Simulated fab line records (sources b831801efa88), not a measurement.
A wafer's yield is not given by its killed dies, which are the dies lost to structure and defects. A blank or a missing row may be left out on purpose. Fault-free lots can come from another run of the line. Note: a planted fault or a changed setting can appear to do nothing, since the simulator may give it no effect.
Chamber matching    flow gf180mcu    GF_V5_CMP_04 on cmp-02 has 4 sister chambers
The step polishes SiO2. 8 wafers are shown with their chamber, then 8 later ones without.

== EACH WAFER AND ITS CHAMBER ==
wafer   chamber  motor-current-A (A)  platen-rpm (rpm)
L723.4  2        11.3                 60.06
L724.1  3        14.5                 59.99
L724.5  3        14.0                 59.97
L724.6  2        12.3                 60.05
L730.4  0        10.3                 60.00
L730.5  1        15.3                 59.99
L730.6  0        10.4                 60.05
L734.3  1        15.3                 60.01

== WAFERS WITHOUT THEIR CHAMBER ==
wafer   motor-current-A (A)  platen-rpm (rpm)
L734.5  10.1                 60.07
L734.6  13.0                 59.96
L742.3  14.1                 59.96
L742.4  10.7                 60.09
L742.6  13.5                 60.00
L745.2  15.5                 60.03
L745.4  11.8                 59.99
L745.6  11.4                 60.00

== CHAMBER TAKEN BY EACH ==
wafer   from the rows above      in truth
L734.5  0                        0
L734.6  3                        3
L742.3  3                        3
L742.4  can't be placed: 2 or 0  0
L742.6  3                        3
L745.2  1                        1
L745.4  can't be placed: 2 or 0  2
L745.6  can't be placed: 2 or 0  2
Placed correctly: 5 of 8. These rows do not allow placing 3 (true chamber among the candidates in 3). Placed wrongly: 0.
How it was worked out, from the rows above alone: a wafer's distance from a chamber is the root of the sum, over the readings, of the square of ((its reading less the chamber's mean) divided by the reading's scatter). If the next closest chamber is less than 2 further off than the closest, the wafer can't be placed; otherwise it belongs to the closest. The mean given for a chamber averages the wafers shown for that chamber. The scatter is the square root of a quotient: the sum, over the shown wafers, of each reading's squared deviation from its chamber's mean, divided by wafers minus chambers.
